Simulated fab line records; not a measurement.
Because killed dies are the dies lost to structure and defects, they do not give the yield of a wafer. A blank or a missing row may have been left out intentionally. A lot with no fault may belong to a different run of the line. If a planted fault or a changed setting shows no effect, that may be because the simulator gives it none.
fab line records -- flow sky130
record: lots: 12, wafers: 36, last_day: 50
route steps=708 shown DNWELL@37 PWDE@55 SONOS_TUNNEL@161 POLY_CUT@319 SD_P@330
lots that met no fault: from a run of the same line without faults
start_h: hours from the record's first day to the start of the lot's first wafer shown -- wait_h: hours elapsed since this lot's preceding step -- " repeats the value in the row above -- L1.1+2: a row that stands for several wafers -- - either no value or no given start -- * or withheld: withheld -- < > ~ a bound
route shown NAME@n: names a module that has steps shown in the file, with the first one's number in the route -- usual: mean/standard deviation of fault-free wafers -- same: alike in all rows -- chamber/n: place in a boat -- sites: readings site by site -- _std_site: standard deviation across them -- _edge_site: the outer-site mean with the inner-site mean subtracted -- radius_mm: how far each site lies from the wafer's centre -- mask NAME#n: copy n -- behind: the last tool/chamber to shape the wafer -- hold: why the lot went on hold/how many hours it stayed there/how the hold came to an end -- device: the transistor (n, p or np) that didn't switch -- end of line: the same wafers' tests at the end of the route -- for a step that has no rows: nothing shown but its recipe -- killed: at the first sort, the dies lost to defects and structure; wafer yield is something else -- map: a wafer's dies, x killed, . not, _ none there
set.NAME: the setting the step ran with; set.NAME@STEP: the setting that earlier step ran with -- model.NAME: the simulator's own value behind a step, which no gauge read
steps of the route over a sample of lots; a table a step, a row a wafer
services: a tool's chamber out of use, with start hour (start_h, from the record's first day; less than 0 if before it), hours out, and reason
== steps ==
step: SKY_DNWELL_COAT_02
recipe: spin_rpm: 2000, resist_thk_nm: 3000
usual: chill_plate_temp_C: 23.00/0.11, dispense_pressure_kPa: 51/3.2
lot.wafer,tool,chamber,start_h,wait_h,chill_plate_temp_C,dispense_pressure_kPa
L801.1,litho_track-01,0,42.80,0.1,23.10,48
L801.3,litho_track-01,0,42.80,0.1,22.93,48
L801.5,litho_track-01,0,42.80,0.1,23.02,48
L804.2,litho_track-01,0,61.88,0.1,22.87,48
L804.3,litho_track-01,0,61.88,0.1,22.92,48
L804.5,litho_track-01,0,61.88,0.1,23.04,48
L807.4,litho_track-02,0,79.04,0.1,22.80,48
L807.5,litho_track-02,0,79.04,0.1,22.84,48
L807.6,litho_track-02,0,79.04,0.1,22.94,48
L808.2,litho_track-03,-,86.44,0.1,-,-
L808.3,litho_track-03,-,86.44,0.1,-,-
L808.4,litho_track-03,-,86.44,0.1,-,-
L809.2,litho_track-01,-,86.63,0.1,-,-
L809.4,litho_track-01,-,86.63,0.1,-,-
L809.5,litho_track-01,-,86.63,0.1,-,-
L811.3,litho_track-03,0,96.32,0.1,23.19,55
L811.4,litho_track-03,0,96.32,0.1,23.13,55
L811.6,litho_track-03,0,96.32,0.1,23.17,55
L818.1,litho_track-02,0,134.31,0.1,23.10,48
L818.4,litho_track-02,0,134.31,0.1,22.94,48
L818.5,litho_track-02,0,134.31,0.1,23.00,48
L819.4,litho_track-03,0,137.44,0.1,23.09,55
L819.5,litho_track-03,0,137.44,0.1,22.96,55
L819.6,litho_track-03,0,137.44,0.1,22.90,55
L820.1,litho_track-03,0,143.72,0.1,23.23,55
L820.3,litho_track-03,0,143.72,0.1,23.25,55
L820.4,litho_track-03,0,143.72,0.1,23.03,55
L821.1,litho_track-01,0,150.35,0.1,23.06,48
L821.2,litho_track-01,0,150.35,0.1,23.04,48
L821.4,litho_track-01,0,150.35,0.1,23.00,48
L822.1,litho_track-03,0,157.47,0.1,22.86,55
L822.5,litho_track-03,0,157.47,0.1,23.06,55
L822.6,litho_track-03,0,157.47,0.1,23.04,55
L824.2,litho_track-03,0,163.64,0.1,23.06,55
L824.4,litho_track-03,0,163.64,0.1,22.98,55
L824.5,litho_track-03,0,163.64,0.1,23.15,55
step: SKY_PWDE_TW_MEAS_10
usual: PWDE_TW: 375/3.4
lot.wafer,tool,chamber,start_h,wait_h,hold,PWDE_TW
L801.1,film_metro-03,-,66.44,0.1,-,372
L801.3,film_metro-03,-,66.44,0.1,-,371
L801.5,film_metro-03,-,66.44,0.1,-,371
L804.2,film_metro-04,-,86.60,0.1,-,378
L804.3,film_metro-04,-,86.60,0.1,-,378
L804.5,film_metro-04,-,86.60,0.1,-,376
L807.4,film_metro-01,-,105.50,0.1,-,376
L807.5,film_metro-01,-,105.50,0.1,-,375
L807.6,film_metro-01,-,105.50,0.1,-,375
L808.2,film_metro-01,-,113.42,0.1,await_dispo/0.2h/release,1145
L808.3,film_metro-01,-,113.42,0.1,await_dispo/0.2h/release,1139
L808.4,film_metro-01,-,113.42,0.1,await_dispo/0.2h/release,1141
L808.2,film_metro-01,-,113.74,0.3,-,1137
L808.3,film_metro-01,-,113.74,0.3,-,1128
L808.4,film_metro-01,-,113.74,0.3,-,1142
L809.2,film_metro-03,-,113.65,0.1,await_dispo/0.2h/release,1116
L809.4,film_metro-03,-,113.65,0.1,await_dispo/0.2h/release,1123
L809.5,film_metro-03,-,113.65,0.1,await_dispo/0.2h/release,1126
L809.2,film_metro-03,-,113.87,0.2,-,1116
L809.4,film_metro-03,-,113.87,0.2,-,1118
L809.5,film_metro-03,-,113.87,0.2,-,1116
L811.3,film_metro-01,-,123.43,0.1,-,377
L811.4,film_metro-01,-,123.43,0.1,-,376
L811.6,film_metro-01,-,123.43,0.1,-,377
L818.1,film_metro-03,-,164.72,0.1,-,372
L818.4,film_metro-03,-,164.72,0.1,-,370
L818.5,film_metro-03,-,164.72,0.1,-,371
L819.4,film_metro-01,-,167.87,0.1,-,375
L819.5,film_metro-01,-,167.87,0.1,-,376
L819.6,film_metro-01,-,167.87,0.1,-,375
L820.1,film_metro-04,-,175.57,0.1,-,379
L820.3,film_metro-04,-,175.57,0.1,-,379
L820.4,film_metro-04,-,175.57,0.1,-,378
L821.1,film_metro-03,-,182.19,0.1,-,372
L821.2,film_metro-03,-,182.19,0.1,-,371
L821.4,film_metro-03,-,182.19,0.1,-,372
L822.1,film_metro-03,-,190.12,0.1,-,371
L822.5,film_metro-03,-,190.12,0.1,-,370
L822.6,film_metro-03,-,190.12,0.1,-,370
L824.2,film_metro-01,-,197.25,0.1,-,378
L824.4,film_metro-01,-,197.25,0.1,-,380
L824.5,film_metro-01,-,197.25,0.1,-,379
step: SKY_SONOS_TUNNEL_CD_MEAS_07
recipe: target_cd_nm: 410
usual: cd_nm: 409.9/2
lot.wafer,tool,chamber,start_h,wait_h,cd_nm
L801.1,cd_sem-01,-,245.21,0.1,407.3
L801.3,cd_sem-01,-,245.21,0.1,405.9
L801.5,cd_sem-01,-,245.21,0.1,407.8
L804.2,cd_sem-01,-,274.98,0.1,410.8
L804.3,cd_sem-01,-,274.98,0.1,410.4
L804.5,cd_sem-01,-,274.98,0.1,409.2
L807.4,cd_sem-02,-,300.12,0.1,410.4
L807.5,cd_sem-02,-,300.12,0.1,409.4
L807.6,cd_sem-02,-,300.12,0.1,410.9
L811.3,cd_sem-02,-,326.60,0.1,411.2
L811.4,cd_sem-02,-,326.60,0.1,411.2
L811.6,cd_sem-02,-,326.60,0.1,409.7
L818.1,cd_sem-01,-,385.56,0.1,408.2
L818.4,cd_sem-01,-,385.56,0.1,409.9
L818.5,cd_sem-01,-,385.56,0.1,408.0
L819.4,cd_sem-01,-,397.18,0.1,409.7
L819.5,cd_sem-01,-,397.18,0.1,411.0
L819.6,cd_sem-01,-,397.18,0.1,409.2
L820.1,cd_sem-02,-,400.82,0.1,411.8
L820.3,cd_sem-02,-,400.82,0.1,412.1
L820.4,cd_sem-02,-,400.82,0.1,411.9
L821.1,cd_sem-01,-,406.05,0.1,408.5
L821.2,cd_sem-01,-,406.05,0.1,410.5
L821.4,cd_sem-01,-,406.05,0.1,408.6
L822.1,cd_sem-02,-,418.90,0.1,411.5
L822.5,cd_sem-02,-,418.90,0.1,411.4
L822.6,cd_sem-02,-,418.90,0.1,412.7
L824.2,cd_sem-01,-,430.82,0.1,412.0
L824.4,cd_sem-01,-,430.82,0.1,412.6
L824.5,cd_sem-01,-,430.82,0.1,411.5
step: SKY_POLY_CUT_STRIP_12
recipe: chemistry: O2/N2, power_w: 1400, pressure_mtorr: 1500, platen_temp_c: withheld, o2_flow_sccm: 3000, n2_flow_sccm: 300, overash_fraction: 0.5
usual: drypump_motor_current_A: 5.6/0.62, oes_product_au: 0.453/0.0044, strip_time_to_endpoint_s: 5.361/0.016
lot.wafer,tool,chamber,start_h,wait_h,drypump_motor_current_A,oes_product_au,rf_hours_counter_h,strip_time_to_endpoint_s
L801.1,plasma_asher-01,0,565.04,0.0,4.8,0.459,89,5.381
L801.3,plasma_asher-01,0,565.04,0.0,4.9,0.451,-,5.395
L801.5,plasma_asher-01,0,565.04,0.0,4.9,0.451,-,5.378
L804.2,plasma_asher-01,1,597.84,0.0,5.2,0.452,93,5.375
L804.3,plasma_asher-01,0,597.84,0.0,4.8,0.456,-,5.384
L804.5,plasma_asher-01,1,597.84,0.0,5.2,0.451,-,5.386
L807.4,plasma_asher-01,0,621.90,0.1,4.8,0.448,-,5.344
L807.5,plasma_asher-01,0,621.90,0.1,4.8,0.459,-,5.399
L807.6,plasma_asher-01,1,621.90,0.1,5.2,0.450,-,5.354
L811.3,plasma_asher-03,0,646.92,0.1,6.2,0.451,-,5.348
L811.4,plasma_asher-03,1,646.92,0.1,5.2,0.454,-,5.357
L811.6,plasma_asher-03,0,646.92,0.1,6.2,0.451,-,5.362
L818.1,plasma_asher-03,0,702.04,0.0,6.2,0.453,56,5.369
L818.4,plasma_asher-03,1,702.04,0.0,5.3,0.451,-,5.346
L818.5,plasma_asher-03,0,702.04,0.0,6.2,0.456,-,5.339
L819.4,plasma_asher-04,1,711.33,0.1,6.7,0.452,-,5.354
L819.5,plasma_asher-04,0,711.33,0.1,5.1,0.450,-,5.348
L819.6,plasma_asher-04,1,711.33,0.1,6.7,0.452,-,5.359
L820.1,plasma_asher-01,0,717.43,0.0,4.8,0.452,104,5.354
L820.3,plasma_asher-01,1,717.43,0.0,5.2,0.456,-,5.344
L820.4,plasma_asher-01,0,717.43,0.0,4.8,0.461,-,5.372
L821.1,plasma_asher-03,0,718.65,0.0,6.2,0.453,58,5.367
L821.2,plasma_asher-03,1,718.65,0.0,5.3,0.457,58,5.357
L821.4,plasma_asher-03,0,718.65,0.0,6.2,0.454,-,5.378
L822.1,plasma_asher-03,0,730.25,0.0,6.2,0.454,59,5.329
L822.5,plasma_asher-03,0,730.25,0.0,6.2,0.454,-,5.322
L822.6,plasma_asher-03,1,730.25,0.0,5.2,0.449,-,5.324
L824.2,plasma_asher-04,1,745.84,0.0,6.7,0.452,32,5.372
L824.4,plasma_asher-04,0,745.84,0.0,5.1,0.448,-,5.351
L824.5,plasma_asher-04,0,745.84,0.0,5.1,0.446,-,5.333
step: SKY_SD_P_STRIP_10
recipe: chemistry: O2/N2, power_w: 1400, pressure_mtorr: 1500, platen_temp_c: withheld, o2_flow_sccm: 3000, n2_flow_sccm: 300, overash_fraction: 0.5
usual: drypump_motor_current_A: 5.8/0.52, oes_product_au: 0.618/0.0046, strip_time_to_endpoint_s: 17.51/0.039
lot.wafer,tool,chamber,start_h,wait_h,drypump_motor_current_A,oes_product_au,rf_hours_counter_h,strip_time_to_endpoint_s
L801.1,plasma_asher-03,1,593.91,0.1,5.3,0.620,45,17.51
L801.3,plasma_asher-03,1,593.91,0.1,5.2,0.619,-,17.55
L801.5,plasma_asher-03,0,593.91,0.1,6.2,0.623,-,17.53
L804.2,plasma_asher-03,0,627.21,0.1,6.2,0.621,49,17.58
L804.3,plasma_asher-03,0,627.21,0.1,6.2,0.615,-,17.60
L804.5,plasma_asher-03,1,627.21,0.1,5.3,0.624,-,17.60
L807.4,plasma_asher-01,0,651.05,0.1,4.8,0.621,-,17.44
L807.5,plasma_asher-01,0,651.05,0.1,4.9,0.612,-,17.44
L807.6,plasma_asher-01,1,651.05,0.1,5.2,0.619,-,17.46
L811.3,plasma_asher-03,0,675.72,0.1,6.2,0.611,-,17.49
L811.4,plasma_asher-03,1,675.72,0.1,5.3,0.616,-,17.47
L811.6,plasma_asher-03,0,675.72,0.1,6.2,0.617,-,17.49
L818.1,plasma_asher-02,0,729.66,0.1,5.8,0.618,89,17.55
L818.4,plasma_asher-02,1,729.66,0.1,6.5,0.614,-,17.56
L818.5,plasma_asher-02,1,729.66,0.1,6.5,0.618,-,17.50
L819.4,plasma_asher-02,0,738.46,0.1,5.8,0.619,-,17.58
L819.5,plasma_asher-02,1,738.46,0.1,6.5,0.611,-,17.56
L819.6,plasma_asher-02,0,738.46,0.1,5.8,0.616,-,17.58
L820.1,plasma_asher-02,0,745.36,0.1,5.8,0.610,91,17.55
L820.3,plasma_asher-02,1,745.36,0.1,6.5,0.619,-,17.56
L820.4,plasma_asher-02,0,745.36,0.1,5.8,0.622,-,17.53
L821.1,plasma_asher-02,1,746.34,0.1,6.5,0.622,91,17.52
L821.2,plasma_asher-02,0,746.34,0.1,5.8,0.610,91,17.55
L821.4,plasma_asher-02,1,746.34,0.1,6.5,0.618,-,17.54
L822.1,plasma_asher-02,0,756.66,0.1,5.8,0.622,92,17.49
L822.5,plasma_asher-02,0,756.66,0.1,5.8,0.614,-,17.49
L822.6,plasma_asher-02,1,756.66,0.1,6.5,0.626,-,17.50
L824.2,plasma_asher-03,1,773.34,0.1,5.3,0.621,63,17.49
L824.4,plasma_asher-03,0,773.34,0.1,6.2,0.617,-,17.52
L824.5,plasma_asher-03,0,773.34,0.1,6.2,0.616,-,17.47
== services ==
tool,chamber,start_h,hours,kind
plasma_asher-03,-,28.11,1.7,repair
plasma_asher-02,-,30.89,2.1,repair
plasma_asher-02,-,40.11,2.8,pm
plasma_asher-03,-,92.47,28.1,pm
plasma_asher-01,-,95.61,7.7,repair
plasma_asher-03,-,120.57,9.0,pm
plasma_asher-01,-,148.70,0.9,repair
plasma_asher-02,-,180.28,14.6,pm
plasma_asher-01,-,203.24,1.8,repair
plasma_asher-02,-,327.43,1.8,repair
plasma_asher-01,-,336.43,4.2,repair
plasma_asher-03,-,341.65,12.0,pm
plasma_asher-03,-,369.51,2.8,pm
plasma_asher-03,-,387.93,0.8,repair
plasma_asher-04,-,393.71,28.1,pm
plasma_asher-04,-,421.81,9.0,pm
plasma_asher-01,-,425.82,0.6,repair
plasma_asher-03,-,454.38,14.6,pm
plasma_asher-04,-,470.35,1.4,repair
plasma_asher-01,-,504.77,2.8,pm
plasma_asher-04,-,546.17,2.8,pm
plasma_asher-02,-,552.70,20.2,pm
plasma_asher-01,-,598.51,3.1,repair
plasma_asher-01,-,733.75,9.0,pm
== key ==
first_sign: step: SKY_DNWELL_COAT_02, reading: tool_record, direction: missing
effect: step: SKY_PWDE_TW_MEAS_10, reading: visit, direction: added
effect: step: SKY_PWDE_TW_MEAS_10, reading: PWDE_TW, direction: up, sigmas: 99+, usual: 375, struck: 1132
met_at SKY_DNWELL_COAT_02
struck_lots L808,L809
scrapped_behind SKY_PWDE_TW_MEAS_10 L808.2,L808.3,L808.4,L809.2,L809.4,L809.5
not_acting_at SKY_SONOS_TUNNEL_CD_MEAS_07,SKY_POLY_CUT_STRIP_12,SKY_SD_P_STRIP_10
onset_between 61.88 86.44
fault: kind: skipped_step_whole, tool: litho_track-01,litho_track-03, chamber: -, onset_h: 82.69, steps: SKY_DNWELL_COAT_02, scope: struck_lots_only
